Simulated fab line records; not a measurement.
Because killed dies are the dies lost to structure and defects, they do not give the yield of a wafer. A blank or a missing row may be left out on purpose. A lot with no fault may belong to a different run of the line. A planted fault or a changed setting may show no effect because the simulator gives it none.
The tool behind it: which one? | flow gf180mcu | Sampling: 6 lots, 18 wafers, 4 of 602 route steps

## WHAT THE GAUGES SHOWED, per wafer
GF_V3_THK_MEAS_01.
lot  | measured     | on            | V3_CVD_00_THK (nm)
L766 | day 22 00:17 | film metro-01 | 612 605 603
L770 | day 23 02:14 | film metro-04 | 601 599 601
L772 | day 24 02:20 | film metro-04 | 592 601 605
L774 | day 24 17:01 | film metro-02 | 599 604 599
L779 | day 26 13:55 | film metro-04 | 597 598 604
L786 | day 28 07:40 | film metro-02 | 297 299 293

## WHICH TOOL RAN EACH LOT (tool, then ch and the chambers of the sampled wafers, then the start)
lot  | GF_V2_ETCH_16                      | GF_V2_STRIP_18                       | GF_V3_CVD_00
L766 | rie diel-03 ch 0,1,2, day 20 21:40 | plasma asher-01 ch 0,1, day 20 21:48 | hdpcvd-01 ch 0,1,2, day 22 00:13
L770 | rie diel-03 ch 0,3, day 22 01:07   | plasma asher-02 ch 0,1, day 22 01:17 | hdpcvd-02 ch 0,1,2, day 23 02:10
L772 | rie diel-04 ch 1,2, day 23 01:10   | plasma asher-01 ch 0,1, day 23 01:18 | hdpcvd-01 ch 0,2, day 24 02:16
L774 | rie diel-04 ch 0,1,3, day 23 16:19 | plasma asher-01 ch 0,1, day 23 16:27 | hdpcvd-01 ch 0,1,2, day 24 16:57
L779 | rie diel-02 ch 2,3, day 25 14:29   | plasma asher-01 ch 0, day 25 14:37   | hdpcvd-02 ch 0,2, day 26 13:50
L786 | rie diel-04 ch 1,2,3, day 27 08:40 | plasma asher-02 ch 0, day 27 08:48   | hdpcvd-01 ch 0,1, day 28 07:35
- GF_V2_ETCH_16: etches BARC in N2/H2.
- GF_V2_STRIP_18: strips in O2/N2.
- GF_V3_CVD_00: deposits SiO2, target thk 600 nm, time 100 s.

## THE ANSWER, worked out from the rows above alone
Rule: the lots themselves supply what counts as usual. Put in order of their means at a reading, lots are off if they are a third of the lots or fewer, leave a main group of 4 or more, and stand apart from it by a gap of 3 or more times the standard deviation of the main group's means; of several such gaps the widest counts. A main group whose means are all the same, to the digits that the tables above print for the reading, isn't used. A lot without any number at a reading at which 4 lots or more have one is off too. Where the step has rows for the other lots, those lots are counted as sound.
Off: at GF_V3_THK_MEAS_01 (V3_CVD_00_THK), L786. The main group has a mean of 601 nm with a standard deviation of 2.7.
A tool fits if, at a process step before that reading, it ran every lot that is off, and no sound lot after the first of them. The gauges at GF_V3_THK_MEAS_01 are tried like those tools. Can't be told from this: 4 tools fit, rie diel-04 at GF_V2_ETCH_16, plasma asher-02 at GF_V2_STRIP_18, hdpcvd-01 at GF_V3_CVD_00, film metro-02 at GF_V3_THK_MEAS_01.

## WHAT WAS PUT IN BY THE SIMULATOR
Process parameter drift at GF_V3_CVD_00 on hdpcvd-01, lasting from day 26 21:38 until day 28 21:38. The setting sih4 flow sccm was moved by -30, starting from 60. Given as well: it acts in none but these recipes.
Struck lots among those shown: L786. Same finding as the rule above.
